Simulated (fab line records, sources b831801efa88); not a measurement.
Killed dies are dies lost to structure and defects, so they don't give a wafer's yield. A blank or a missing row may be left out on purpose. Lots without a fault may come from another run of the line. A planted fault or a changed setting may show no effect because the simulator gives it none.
fab line records | flow gf180mcu
record lots=14 wafers=42 last_day=34
route steps=602 shown STI@25 DNWELL@36 MVPSD@85
lots that met no fault: from a run of the same line without faults
start_h: hours from the record's first day to the start of the lot's first wafer shown | wait_h: hours since the lot's step before | " the same as in the row above | L1.1+2: a row that stands for several wafers | - no value, or no start given | * or withheld: withheld | < > ~ a bound
route shown NAME@n: a module of which the file shows steps, and the number in the route of the first | usual: mean/standard deviation of fault-free wafers | same: alike in all rows | chamber/n: place in a boat | sites: the reading at each site | _std_site: their standard deviation | _edge_site: outer sites' mean less inner sites' | radius_mm: how far each site lies from the wafer's centre | mask NAME#n: copy n | behind: the tool/chamber that last shaped the wafer | hold: why the lot was held/for how many hours/how that ended | device: the transistor (n, p or np) that didn't switch | end of line: the same wafers' tests at the end of the route | a step without rows: its recipe alone | killed: dies lost to structure and defects at the first sort, not the wafer's yield | map: a wafer's dies, x killed, . not, _ none there
set.NAME: the setting as run; set.NAME@STEP: as run at that earlier step | model.NAME: the simulator's own value behind a step, which no gauge read
steps of the route over a sample of lots; a table a step, a row a wafer
services: from which hour (start_h, from the record's first day; less than 0 if before it) a tool's chamber was out of use, for how many hours, and why
## steps
# step GF_STI_THK_MEAS_24
# recipe reads=SiO2_of_STI_CVD_23
# usual STI_CVD_23_THK=651/6.1
# columns lot.wafer tool chamber start_h wait_h STI_CVD_23_THK[nm]
L395.1 film_metro-03 - 28.45 0.0 656
L395.3 " - " " 655
L395.4 " - " " 660
L399.2 film_metro-03 - 49.31 0.0 647
L399.3 " - " " 653
L399.5 " - " " 648
L401.1 film_metro-02 - 57.91 0.0 643
L401.3 " - " " 649
L401.6 " - " " 656
L402.2 film_metro-02 - 64.62 0.0 643
L402.4 " - " " 645
L402.6 " - " " 645
L404.2 film_metro-01 - 73.74 0.1 651
L404.4 " - " " 656
L404.6 " - " " 658
L406.1 film_metro-01 - 84.19 0.0 653
L406.5 " - " " 653
L406.6 " - " " 655
L407.2 film_metro-02 - 89.59 0.0 654
L407.4 " - " " 652
L407.5 " - " " 651
L408.2 film_metro-01 - 96.82 0.0 657
L408.3 " - " " 657
L408.5 " - " " 662
L411.1 film_metro-01 - 109.95 0.0 633
L411.5 " - " " 648
L411.6 " - " " 644
L412.1 film_metro-02 - 114.63 0.0 650
L412.2 " - " " 643
L412.5 " - " " 645
L413.1 film_metro-03 - 121.45 0.0 644
L413.2 " - " " 653
L413.4 " - " " 653
L414.3 film_metro-01 - 126.26 0.1 641
L414.4 " - " " 646
L414.5 " - " " 638
L417.1 film_metro-03 - 141.51 0.0 638
L417.2 " - " " 651
L417.6 " - " " 641
L418.2 film_metro-01 - 147.97 0.0 648
L418.4 " - " " 647
L418.5 " - " " 653
# step GF_STI_THK_MEAS_30
# recipe reads=SiO2_of_STI_OXIDATION_29
# usual STI_OXIDATION_02_THK=9.97/0.21
# columns lot.wafer tool chamber start_h wait_h STI_OXIDATION_02_THK[nm]
L395.1 film_metro-01 - 30.85 0.0 9.94
L395.3 " - " " 9.93
L395.4 " - " " 9.92
L399.2 film_metro-02 - 51.66 0.0 9.82
L399.3 " - " " 9.95
L399.5 " - " " 9.64
L401.1 film_metro-03 - 61.51 0.0 9.78
L401.3 " - " " 10.08
L401.6 " - " " 9.97
L402.2 film_metro-01 - 67.50 0.0 9.69
L402.4 " - " " 9.80
L402.6 " - " " 9.74
L404.2 film_metro-02 - 77.78 0.0 9.61
L404.4 " - " " 10.06
L404.6 " - " " 9.98
L406.1 film_metro-03 - 87.78 0.0 9.78
L406.5 " - " " 10.09
L406.6 " - " " 9.88
L407.2 film_metro-01 - 92.65 0.0 10.10
L407.4 " - " " 9.84
L407.5 " - " " 10.08
L408.2 film_metro-03 - 99.22 0.0 9.83
L408.3 " - " " 10.00
L408.5 " - " " 9.60
L411.1 film_metro-01 - 112.38 0.0 10.18
L411.5 " - " " 10.00
L411.6 " - " " 10.23
L412.1 film_metro-01 - 117.91 0.0 10.33
L412.2 " - " " 10.20
L412.5 " - " " 10.27
L413.1 film_metro-03 - 123.95 0.0 10.13
L413.2 " - " " 10.16
L413.4 " - " " 10.10
L414.3 film_metro-01 - 128.77 0.0 9.81
L414.4 " - " " 9.80
L414.5 " - " " 9.69
L417.1 film_metro-02 - 143.86 0.0 10.11
L417.2 " - " " 9.94
L417.6 " - " " 10.23
L418.2 film_metro-02 - 150.84 0.0 10.21
L418.4 " - " " 10.20
L418.5 " - " " 10.41
# step GF_DNWELL_EXPOSE_04
# recipe mask_id=DNWELL target_cd_nm=1700 na=0.6 source_shape=conventional sigma_outer=0.6 dose_mj=260
# usual exposure_dose_mJ_cm2=259.98/0.25 focus_offset_nm=0.0/0.46 na=0.6/0 reticle_temp_C=23.02/0.091
# columns lot.wafer tool chamber start_h wait_h mask exposure_dose_mJ_cm2 focus_offset_nm na reticle_temp_C
L395.1 iline_stepper-02 0 36.86 - DNWELL#0 260.29 -0.6 0.6 23.04
L395.3 " 0 " " DNWELL#0 259.99 0.1 0.6 23.12
L395.4 " 0 " " DNWELL#0 260.30 0.1 0.6 23.05
L399.2 iline_stepper-01 0 58.41 - DNWELL#0 259.87 -0.4 0.6 23.04
L399.3 " 0 " " DNWELL#0 259.92 -0.9 0.6 22.80
L399.5 " 0 " " DNWELL#0 259.68 -0.8 0.6 23.11
L401.1 iline_stepper-02 0 68.52 - DNWELL#0 260.02 -0.5 0.6 23.08
L401.3 " 0 " " DNWELL#0 260.02 0.4 0.6 22.90
L401.6 " 0 " " DNWELL#0 260.23 0.0 0.6 22.97
L402.2 iline_stepper-01 0 74.15 - DNWELL#0 260.09 -1.0 0.6 23.00
L402.4 " 0 " " DNWELL#0 259.62 0.2 0.6 23.06
L402.6 " 0 " " DNWELL#0 260.40 0.5 0.6 23.01
L404.2 iline_stepper-02 0 84.60 - DNWELL#0 260.09 0.1 0.6 22.90
L404.4 " 0 " " DNWELL#0 260.52 0.0 0.6 23.06
L404.6 " 0 " " DNWELL#0 260.06 0.3 0.6 22.95
L406.1 iline_stepper-01 - 94.49 - DNWELL#0 - - - -
L406.5 " - " " DNWELL#0 - - - -
L406.6 " - " " DNWELL#0 - - - -
L407.2 iline_stepper-01 - 100.06 - DNWELL#0 - - - -
L407.4 " - " " DNWELL#0 - - - -
L407.5 " - " " DNWELL#0 - - - -
L408.2 iline_stepper-01 0 106.19 - DNWELL#0 260.22 0.0 0.6 23.01
L408.3 " 0 " " DNWELL#0 259.83 0.2 0.6 23.12
L408.5 " 0 " " DNWELL#0 259.78 -0.3 0.6 22.93
L411.1 iline_stepper-02 0 119.71 - DNWELL#0 260.12 -1.2 0.6 23.00
L411.5 " 0 " " DNWELL#0 260.35 0.1 0.6 22.93
L411.6 " 0 " " DNWELL#0 260.30 0.0 0.6 22.98
L412.1 iline_stepper-01 0 125.47 - DNWELL#0 260.10 -0.1 0.6 22.89
L412.2 " 0 " " DNWELL#0 260.06 0.3 0.6 22.75
L412.5 " 0 " " DNWELL#0 260.19 0.7 0.6 23.04
L413.1 iline_stepper-01 0 131.42 - DNWELL#0 260.21 0.2 0.6 23.08
L413.2 " 0 " " DNWELL#0 260.23 -0.2 0.6 23.03
L413.4 " 0 " " DNWELL#0 260.44 0.5 0.6 23.05
L414.3 iline_stepper-02 0 136.57 - DNWELL#0 259.70 0.3 0.6 23.12
L414.4 " 0 " " DNWELL#0 259.54 -0.8 0.6 22.93
L414.5 " 0 " " DNWELL#0 259.80 0.9 0.6 23.10
L417.1 iline_stepper-01 0 152.12 - DNWELL#0 259.98 -0.3 0.6 22.95
L417.2 " 0 " " DNWELL#0 259.91 0.3 0.6 22.90
L417.6 " 0 " " DNWELL#0 259.79 -0.4 0.6 22.85
L418.2 iline_stepper-01 0 158.83 - DNWELL#0 259.84 -0.2 0.6 23.13
L418.4 " 0 " " DNWELL#0 259.98 -0.2 0.6 22.98
L418.5 " 0 " " DNWELL#0 259.71 -1.0 0.6 23.01
# step GF_DNWELL_TW_MEAS_09
# usual DNWELL_TW=1353/14
# columns lot.wafer tool chamber start_h wait_h DNWELL_TW
L395.1 film_metro-02 - 43.31 0.1 1346
L395.3 " - " " 1354
L395.4 " - " " 1345
L399.2 film_metro-01 - 64.72 0.1 1341
L399.3 " - " " 1344
L399.5 " - " " 1342
L401.1 film_metro-02 - 74.94 0.1 1343
L401.3 " - " " 1326
L401.6 " - " " 1343
L402.2 film_metro-01 - 80.68 0.1 1343
L402.4 " - " " 1350
L402.6 " - " " 1354
L404.2 film_metro-02 - 91.42 0.1 1334
L404.4 " - " " 1335
L404.6 " - " " 1335
L406.1 film_metro-04 - 102.39 0.1 31
L406.5 " - " " 31
L406.6 " - " " 31
L407.2 film_metro-01 - 107.10 0.1 31
L407.4 " - " " 31
L407.5 " - " " 31
L408.2 film_metro-04 - 113.55 0.1 1367
L408.3 " - " " 1359
L408.5 " - " " 1363
L411.1 film_metro-01 - 127.27 0.1 1347
L411.5 " - " " 1350
L411.6 " - " " 1348
L412.1 film_metro-02 - 133.01 0.1 1341
L412.2 " - " " 1336
L412.5 " - " " 1340
L413.1 film_metro-04 - 138.86 0.1 1360
L413.2 " - " " 1371
L413.4 " - " " 1362
L414.3 film_metro-04 - 144.06 0.1 1370
L414.4 " - " " 1377
L414.5 " - " " 1373
L417.1 film_metro-02 - 159.72 0.1 1346
L417.2 " - " " 1350
L417.6 " - " " 1347
L418.2 film_metro-01 - 166.83 0.1 1329
L418.4 " - " " 1338
L418.5 " - " " 1335
# step GF_MVPSD_OVL_MEAS_07
# usual MVPSD_OVL=0.5/1.2
# columns lot.wafer tool chamber start_h wait_h MVPSD_OVL[nm]
L395.1 overlay-02 - 96.96 - 1.1
L395.3 " - " " 2.8
L395.4 " - " " 0.2
L399.2 overlay-02 - 121.73 - 0.2
L399.3 " - " " 0.6
L399.5 " - " " 0.1
L401.1 overlay-01 - 132.37 - 0.5
L401.3 " - " " 0.8
L401.6 " - " " -0.7
L402.2 overlay-02 - 138.60 - 0.1
L402.4 " - " " 1.0
L402.6 " - " " 0.6
L404.2 overlay-02 - 151.86 - 0.7
L404.4 " - " " 3.0
L404.6 " - " " 1.9
L406.1 overlay-01 - 163.19 - 1.4
L406.5 " - " " 2.7
L406.6 " - " " 2.3
L407.2 overlay-02 - 169.10 - -1.0
L407.4 " - " " -1.0
L407.5 " - " " 0.6
L408.2 overlay-01 - 176.91 - 0.9
L408.3 " - " " 0.5
L408.5 " - " " 1.5
L411.1 overlay-02 - 192.47 - 0.6
L411.5 " - " " 0.9
L411.6 " - " " -0.1
L412.1 overlay-02 - 197.52 - 0.8
L412.2 " - " " 0.0
L412.5 " - " " 1.5
L413.1 overlay-02 - 204.97 - -0.9
L413.2 " - " " -2.7
L413.4 " - " " -0.7
L414.3 overlay-02 - 210.98 - 1.7
L414.4 " - " " 1.4
L414.5 " - " " 0.3
L417.1 overlay-01 - 228.22 - -1.5
L417.2 " - " " -1.3
L417.6 " - " " 0.7
L418.2 overlay-01 - 235.70 - -2.5
L418.4 " - " " 0.5
L418.5 " - " " -0.9
## services
# columns tool chamber start_h hours kind
iline_stepper-02 - 16.10 1.7 pm
iline_stepper-01 - 21.58 12.7 repair
iline_stepper-01 0 109.99 - calibration
iline_stepper-01 - 115.50 1.7 pm
## key
first_sign step=GF_DNWELL_EXPOSE_04 reading=tool_record direction=missing
effect step=GF_DNWELL_TW_MEAS_09 reading=DNWELL_TW direction=down sigmas=98 usual=1353 struck=31
met_at GF_DNWELL_EXPOSE_04
struck_lots L406,L407
sort_left_out L406.1,L406.5,L406.6,L407.2,L407.4,L407.5
tester_left_out L406,L407
not_acting_at GF_STI_THK_MEAS_24,GF_STI_THK_MEAS_30,GF_MVPSD_OVL_MEAS_07
onset_between 74.15 94.49
fault kind=skipped_step_whole tool=iline_stepper-01 chamber=- onset_h=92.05 steps=GF_DNWELL_EXPOSE_04 scope=struck_lots_only
# tester_left_out: of these lots the tester's yield and bins aren't shown, on N5 and GAA mostly nor the transistor test; their killed dies are dies lost to structure and defects alone, not to doping, threshold or leakage, so they don't give the yield
# sort_left_out: the simulated sort isn't trusted on such a fault, so these wafers' sort isn't shown, and their yield isn't known
